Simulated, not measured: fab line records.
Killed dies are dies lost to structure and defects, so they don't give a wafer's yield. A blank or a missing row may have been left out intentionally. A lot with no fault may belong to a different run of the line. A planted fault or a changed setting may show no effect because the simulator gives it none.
Which tool is to blame? -- flow sky130 -- 42 wafers sampled from 14 lots at 1 step of a route of 708

WHAT THE GAUGES READ, wafer by wafer
SKY_DNWELL_TW_MEAS_09.
lot,measured,on,DNWELL_TW
L107,day 3 04:10,film metro-01,1111 1107 1106
L108,day 3 13:53,film metro-02,1092 1093 1089
L111,day 4 06:56,film metro-02,1086 1096 1092
L112,day 4 10:22,film metro-03,1118 1113 1114
L113,day 4 16:24,film metro-01,1109 1106 1108
L115,day 5 00:44,film metro-01,1100 1099 1099
L117,day 5 17:20,film metro-03,1111 1107 1105
L118,day 5 21:26,film metro-02,1097 1094 1096
L124,day 7 02:50,film metro-02,1101 1097 1098
L125,day 7 07:38,film metro-03,1116 1118 1115
L126,day 7 12:04,film metro-03,1110 1116 1112
L128,day 7 20:43,film metro-01,1120 1118 1109
L129,day 8 03:56,film metro-02,1097 1102 1099
L130,day 8 09:13,film metro-01,1116 1123 1119

EACH LOT AND THE TOOL THAT RAN IT (in order: tool; ch and the chambers of the sampled wafers; start)
Before these readings, the record contains no process step.

WHAT THE TOOLS THEMSELVES READ (means of the sampled wafers that have a number; where no wafer has one, the mark that the record gives instead)
The record holds no such reading with a usual standard deviation.

THE ANSWER, worked out from the rows above alone
Rule: the usual values come from the lots themselves. The widest of any qualifying gaps counts: lots, ordered by their means at a reading, are off when they make up no more than a third of the lots, leave a main group of 4 or more, and stand apart from it by 3 or more times the standard deviation of that group's means. The tables above print the reading to a certain number of digits; a main group whose means all agree to those digits is not used. A lot without any number at a reading at which 4 lots or more have one is off too. Any other lot the step has rows for is counted as sound. The gauges are gone through in route order, then the tools' own readings, and for those a lot's mean is taken as printed above. The first step at which some lot is off is used, and at that step the reading that is off furthest; a lot without a number counts as furthest.
Across all readings shown, no lot is off: no conclusion can be drawn from this.

WHAT WAS PUT IN BY THE SIMULATOR
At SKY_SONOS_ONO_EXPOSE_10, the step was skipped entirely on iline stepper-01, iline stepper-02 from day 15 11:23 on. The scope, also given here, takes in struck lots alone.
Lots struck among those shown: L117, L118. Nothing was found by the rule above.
